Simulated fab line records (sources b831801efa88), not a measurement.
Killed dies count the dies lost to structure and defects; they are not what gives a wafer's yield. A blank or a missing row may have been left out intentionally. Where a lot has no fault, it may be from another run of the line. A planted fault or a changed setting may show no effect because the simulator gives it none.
The tool behind it: which one? / flow sky130 / Sampling: 11 lots, 33 wafers, 3 of 708 route steps

WHAT THE GAUGES READ, wafer by wafer
SKY_CAPM_RS_MEAS_03: measurement is done with a four-point probe. Usual: CAPM_TIN_RS typically reads 6.93 ohm/sq, with standard deviation 0.068.
lot=L806; measured=day 37 16:27; on=film-metro-03; CAPM_TIN_RS (ohm/sq)=7.04 7.03 7.07; flag=
lot=L808; measured=day 38 01:41; on=film-metro-03; CAPM_TIN_RS (ohm/sq)=6.93 6.99 6.88; flag=
lot=L809; measured=day 38 15:38; on=film-metro-03; CAPM_TIN_RS (ohm/sq)=6.97 6.90 7.01; flag=
lot=L810; measured=day 38 20:01; on=film-metro-02; CAPM_TIN_RS (ohm/sq)=6.91 7.02 6.83; flag=
lot=L813; measured=day 40 14:27; on=film-metro-01; CAPM_TIN_RS (ohm/sq)=6.97 6.99 6.88; flag=
lot=L812; measured=day 40 15:16; on=film-metro-03; CAPM_TIN_RS (ohm/sq)=6.87 6.90 6.90; flag=
lot=L817; measured=day 40 21:57; on=film-metro-02; CAPM_TIN_RS (ohm/sq)=6.97 6.92 6.97; flag=
lot=L819; measured=day 41 10:41; on=film-metro-01; CAPM_TIN_RS (ohm/sq)=6.90 6.95 6.97; flag=
lot=L822; measured=day 42 03:50; on=film-metro-02; CAPM_TIN_RS (ohm/sq)=6.78 6.90 6.83; flag=
lot=L823; measured=day 42 07:53; on=film-metro-03; CAPM_TIN_RS (ohm/sq)=6.82 6.80 6.83; flag=
lot=L824; measured=day 42 17:43; on=film-metro-03; CAPM_TIN_RS (ohm/sq)=6.96 6.97 6.94; flag=

WHAT TOOL EACH LOT RAN ON (gives the tool, then ch and the chambers of the sampled wafers, and finally the start)
lot=L806; SKY_VIA2_SPUTTER_20=pvd-sputter-03, day 37 15:25; SKY_CAPM_SPUTTER_02=pvd-sputter-04, day 37 16:19
lot=L808; SKY_VIA2_SPUTTER_20=pvd-sputter-04, day 38 00:40; SKY_CAPM_SPUTTER_02=pvd-sputter-04, day 38 01:34
lot=L809; SKY_VIA2_SPUTTER_20=pvd-sputter-02, day 38 14:34; SKY_CAPM_SPUTTER_02=pvd-sputter-04, day 38 15:29
lot=L810; SKY_VIA2_SPUTTER_20=pvd-sputter-02, day 38 18:58; SKY_CAPM_SPUTTER_02=pvd-sputter-02, day 38 19:52
lot=L813; SKY_VIA2_SPUTTER_20=pvd-sputter-03, day 40 13:19; SKY_CAPM_SPUTTER_02=pvd-sputter-04, day 40 14:20
lot=L812; SKY_VIA2_SPUTTER_20=pvd-sputter-03, day 40 14:11; SKY_CAPM_SPUTTER_02=pvd-sputter-04, day 40 15:10
lot=L817; SKY_VIA2_SPUTTER_20=pvd-sputter-03, day 40 20:52; SKY_CAPM_SPUTTER_02=pvd-sputter-04, day 40 21:48
lot=L819; SKY_VIA2_SPUTTER_20=pvd-sputter-03, day 41 09:40; SKY_CAPM_SPUTTER_02=pvd-sputter-04, day 41 10:35
lot=L822; SKY_VIA2_SPUTTER_20=pvd-sputter-02, day 42 02:49; SKY_CAPM_SPUTTER_02=pvd-sputter-02, day 42 03:44
lot=L823; SKY_VIA2_SPUTTER_20=pvd-sputter-03, day 42 06:50; SKY_CAPM_SPUTTER_02=pvd-sputter-04, day 42 07:45
lot=L824; SKY_VIA2_SPUTTER_20=pvd-sputter-02, day 42 16:40; SKY_CAPM_SPUTTER_02=pvd-sputter-04, day 42 17:34
- SKY_VIA2_SPUTTER_20: material TiN, target thk 20 nm, time 80 s.
- SKY_CAPM_SPUTTER_02: material TiN, target thk 200 nm, time 166.7 s.

WHAT THE TOOLS THEMSELVES READ (means of the sampled wafers that have a number; where no wafer has one, the mark that the record gives instead)
SKY_VIA2_SPUTTER_20. Usual: throttle-valve-pct 29.9 %, standard deviation 0.88.
lot=L806; tool=pvd-sputter-03; throttle-valve-pct (%)=29.8; flag=
lot=L808; tool=pvd-sputter-04; throttle-valve-pct (%)=29.7; flag=
lot=L809; tool=pvd-sputter-02; throttle-valve-pct (%)=28.6; flag=
lot=L810; tool=pvd-sputter-02; throttle-valve-pct (%)=29.8; flag=
lot=L813; tool=pvd-sputter-03; throttle-valve-pct (%)=30.2; flag=
lot=L812; tool=pvd-sputter-03; throttle-valve-pct (%)=30.1; flag=
lot=L817; tool=pvd-sputter-03; throttle-valve-pct (%)=29.9; flag=
lot=L819; tool=pvd-sputter-03; throttle-valve-pct (%)=30.3; flag=
lot=L822; tool=pvd-sputter-02; throttle-valve-pct (%)=29.3; flag=
lot=L823; tool=pvd-sputter-03; throttle-valve-pct (%)=30.7; flag=
lot=L824; tool=pvd-sputter-02; throttle-valve-pct (%)=29.7; flag=

SKY_CAPM_SPUTTER_02. Usual: substrate-temp-c 299.99 C, standard deviation 0.2; throttle-valve-pct 29.7 %, standard deviation 0.78.
lot=L806; tool=pvd-sputter-04; substrate-temp-c (C)=300.03; throttle-valve-pct (%)=29.7; flag=
lot=L808; tool=pvd-sputter-04; substrate-temp-c (C)=299.83; throttle-valve-pct (%)=29.7; flag=
lot=L809; tool=pvd-sputter-04; substrate-temp-c (C)=299.94; throttle-valve-pct (%)=29.7; flag=
lot=L810; tool=pvd-sputter-02; substrate-temp-c (C)=299.88; throttle-valve-pct (%)=29.7; flag=
lot=L813; tool=pvd-sputter-04; substrate-temp-c (C)=299.94; throttle-valve-pct (%)=30.3; flag=
lot=L812; tool=pvd-sputter-04; substrate-temp-c (C)=300.00; throttle-valve-pct (%)=30.2; flag=
lot=L817; tool=pvd-sputter-04; substrate-temp-c (C)=300.07; throttle-valve-pct (%)=30.3; flag=
lot=L819; tool=pvd-sputter-04; substrate-temp-c (C)=300.12; throttle-valve-pct (%)=29.7; flag=
lot=L822; tool=pvd-sputter-02; substrate-temp-c (C)=300.16; throttle-valve-pct (%)=29.8; flag=
lot=L823; tool=pvd-sputter-04; substrate-temp-c (C)=300.16; throttle-valve-pct (%)=29.4; flag=
lot=L824; tool=pvd-sputter-04; substrate-temp-c (C)=299.82; throttle-valve-pct (%)=29.1; flag=

THE ANSWER, worked out from the rows above alone
Rule: a lot is off if the mean of its wafers that have a number lies more than 3 standard deviations from the usual mean. Also off: a lot with no number at a reading for which 4 or more lots have one. Where the step has rows for the other lots, those lots are counted as sound. The gauges are gone through in route order, then the tools' own readings, and for those a lot's mean is taken as printed above. The first step at which some lot is off is used, and at that step the reading that is off furthest; a lot without a number counts as furthest.
No lot is off on any of the readings shown, so nothing can be concluded from this.

WHAT THE SIMULATOR PUT IN
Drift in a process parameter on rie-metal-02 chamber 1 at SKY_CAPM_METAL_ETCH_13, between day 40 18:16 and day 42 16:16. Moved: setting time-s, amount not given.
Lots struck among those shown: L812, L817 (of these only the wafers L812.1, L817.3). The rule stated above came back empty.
